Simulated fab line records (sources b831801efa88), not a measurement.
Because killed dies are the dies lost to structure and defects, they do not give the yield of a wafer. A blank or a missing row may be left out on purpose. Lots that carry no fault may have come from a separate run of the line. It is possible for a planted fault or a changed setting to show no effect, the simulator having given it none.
One fault through the eyes of 2 desks / flow gf180mcu / each desk has only its own numbers; what lay behind them comes last

DESK OF THE TOOL OWNER: pvd sputter-03
The tool's own readings at GF_CONTACT_SPUTTER_23 (material TiN, target thk 10 nm, time 40 s): means of the sampled wafers that have a number, for each lot that ran on this tool. If a lot's mean is further than 4 standard deviations from the usual mean, the lot is out of limits and carries the mark OUT (the distance appears in the brackets).
Columns: A = throttle valve pct at GF_CONTACT_SPUTTER_23, usual 30.4 %
lot=L815; first seen here=day 18 04:43; A=29.8
lot=L820; first seen here=day 19 23:19; A=30.8
lot=L829; first seen here=day 22 21:06; A=31.2
lot=L830; first seen here=day 23 07:53; A=30.3
This desk found nothing out of limits on any of the 4 lots.

METROLOGY DESK
Means of the sampled wafers that have a number, per lot and without regard to the tool the lot ran on: this is what the gauges read. If a lot's mean is further than 4 standard deviations from the usual mean, the lot is out of limits and carries the mark OUT (the distance appears in the brackets). Only the readings that lie furthest out on some lot appear, 7 of the 10 it has.
Columns: A = CONTACT_OVL at GF_CONTACT_OVL_MEAS_15, usual -1 nm; B = CONTACT_W_RS at GF_CONTACT_RS_MEAS_25, usual 0.383 ohm/sq; C = CONTACT_W_THK at GF_CONTACT_THK_MEAS_26, usual 300 nm; D = M1_ALCU_RS at GF_M1_RS_MEAS_05, usual 0.0695 ohm/sq; E = M1_ALCU_THK at GF_M1_THK_MEAS_06, usual 449 nm; F = cd nm at GF_M1_CD_MEAS_14, usual 229.8 nm; G = V1_CVD_00_THK at GF_V1_THK_MEAS_01, usual 599 nm
lot=L815; first seen here=day 18 04:02; A=-6; B=0.389; C=298; D=0.0701; E=442; F=226.3; G=606
lot=L816; first seen here=day 18 10:46; A=0; B=0.381; C=302; D=0.0697; E=449; F=230.6; G=594
lot=L820; first seen here=day 19 22:40; A=-2; B=0.387; C=299; D=0.0704; E=442; F=230.1; G=600
lot=L822; first seen here=day 20 13:19; A=6; B=0.383; C=302; D=0.0694; E=449; F=228.7; G=597
lot=L829; first seen here=day 22 20:25; A=1; B=0.375; C=305; D=0.0687; E=455; F=230.4; G=586
lot=L830; first seen here=day 23 07:16; A=1; B=0.380; C=301; D=0.0694; E=449; F=227.8; G=598
This desk found nothing out of limits on any of the 6 lots.

PUT TOGETHER
The tool owner's desk saw nothing out of limits.
Nothing out of limits was seen by the metrology desk.

WHAT THE SIMULATOR HAD INSERTED
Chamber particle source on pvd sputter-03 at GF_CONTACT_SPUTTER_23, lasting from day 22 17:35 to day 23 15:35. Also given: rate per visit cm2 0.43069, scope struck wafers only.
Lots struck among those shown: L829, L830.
